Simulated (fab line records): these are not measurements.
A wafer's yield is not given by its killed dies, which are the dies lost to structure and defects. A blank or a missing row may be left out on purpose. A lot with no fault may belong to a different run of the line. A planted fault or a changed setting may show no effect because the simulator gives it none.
A struck lot beside a sound one | flow gf180mcu | 22 out of 602 route steps
Sound: these wafers, L118.1, L118.2, L118.5. The struck wafers were L121.4, L121.5, L121.6. The cause is named last.
Order at every step that has rows: each side's tool, ch and its chambers, its first start. Under that, the readings that differ: sound wafers | struck wafers | difference of the means | sigmas: that difference in standard deviations of wafers without a fault.
alike: words and numbers the same on both sides, and readings whose means are apart by under 2 such deviations; not compared: readings that were withheld, readings missing a value for some wafer, numbers with overlapping values and no deviation given by the record, and bounds like >300 which may hide the same value.
A row with sigmas, a row that says differs or no value, or rows on one side alone: a step with any of these is where the two part. When numbers do not overlap yet have no deviation, they are printed without sigmas and do not part them. A reading that every wafer of one side lacks parts them only if that side has two wafers or more.

first, 1 step without rows for these wafers: GF_HV_LDD_CLEAN_51 (cleans in SC1/SC2, time 150 s).
GF_HV_LDD_RTA_52: time 10 s.
  sound on rtp-anneal-02 ch 0, day 13 03:53; struck on rtp-anneal-01 ch 0, day 14 01:25
  reading            | sound          | struck         | difference | sigmas
  lamp-power-pct (%) | 33.4 33.4 33.4 | 30.6 30.5 30.5 | -2.9       | -2
  alike: chamber-o2-ppm, wafer_temp_C_max
GF_HV_LDD_RS_MEAS_53: the measuring method here is four-point-probe.
  sound: film-metro-04 at day 13 03:58; struck: film-metro-04 at day 14 01:30
  alike: HV_LDD_RS
then, 1 step without rows for these wafers: GF_HV_LDD_CVD_54 (deposits SiO2 from TEOS, target thk 10 nm, time 75 s).
GF_HV_LDD_THK_MEAS_55:
  sound: film-metro-01 at day 13 06:22; struck: film-metro-04 at day 14 02:37
  alike: HV_LDD_CVD_54_THK
then, 1 step without rows for these wafers: GF_HV_LDD_CVD_56 (deposits Si3N4 from DCS/NH3, target thk 90 nm, time 1543 s).
GF_HV_LDD_THK_MEAS_57:
  sound: film-metro-02 at day 13 07:52; struck: film-metro-02 at day 14 04:06
  alike: HV_LDD_CVD_56_THK
GF_HV_LDD_ETCHBACK_58: etches Si3N4 in CH3F/O2, stops on SiO2, time 100 s, target depth 90 nm.
  sound on rie-diel-01 ch 1,2,3, day 13 07:55; struck on rie-diel-02 ch 0,3, day 14 04:08
  alike: bias-w, drypump-motor-current-A, oes-product-au, throttle-valve-pct
  not compared: rf-hours-counter-h
then, 4 steps without rows for these wafers: GF_NSD_DEHYDRATE_00 (time 60 s); GF_NSD_HMDS_01 (prime time 60 s); GF_NSD_COAT_02 (resist thk 1000 nm); GF_NSD_SOFTBAKE_03 (time 60 s).
GF_NSD_EXPOSE_04: exposes mask Nplus, target cd 400 nm.
  sound on iline-stepper-02 ch 0, day 13 18:04; struck on iline-stepper-02 ch 0, day 14 14:02
  reading | sound                   | struck                                          | difference | sigmas
  mask    | Nplus#0 Nplus#0 Nplus#0 | Pplus_HV_AREA#0 Pplus_HV_AREA#0 Pplus_HV_AREA#0 | differs    |
  alike: focus-offset-nm
then, 2 steps without rows for these wafers: GF_NSD_PEB_05; GF_NSD_DEVELOP_06 (develop time 60 s).
GF_NSD_CD_MEAS_07: the cd target is 400 nm.
  sound: cd-sem-02 at day 14 04:43; struck: cd-sem-01 at day 15 00:38
  reading    | sound             | struck | difference                    | sigmas
  cd-nm (nm) | 401.8 402.6 403.5 | - - -  | no value on the struck wafers |
GF_NSD_OVL_MEAS_08:
  sound: overlay-02 at day 14 04:50; struck: overlay-02 at day 15 00:43
  reading      | sound        | struck | difference                    | sigmas
  NSD_OVL (nm) | 0.3 -0.7 1.3 | - - -  | no value on the struck wafers |
then, 2 steps without rows for these wafers: GF_NSD_IMPLANT_09; GF_NSD_IMPLANT_10.
GF_NSD_STRIP_11: strips in O2/N2.
  sound on plasma-asher-04 ch 0,1, day 14 05:10; struck on plasma-asher-02 ch 0,1, day 15 01:04
  alike: drypump-motor-current-A, heater-power-w, oes-product-au, strip-time-to-endpoint-s
  not compared: rf-hours-counter-h
GF_NSD_TW_MEAS_12:
  sound: film-metro-03 at day 14 05:16; struck: film-metro-03 at day 15 01:09
  reading | sound          | struck   | difference | sigmas
  NSD_TW  | 4230 4253 4247 | 30 30 30 | -4213      | -99 or more
then, 1 step without rows for these wafers: GF_PSD_DEHYDRATE_00 (time 60 s).

== WHERE THEY PART ==
Last at GF_NSD_TW_MEAS_12 as far as this record goes, first at GF_HV_LDD_RTA_52.

WHY: what the simulator had put in
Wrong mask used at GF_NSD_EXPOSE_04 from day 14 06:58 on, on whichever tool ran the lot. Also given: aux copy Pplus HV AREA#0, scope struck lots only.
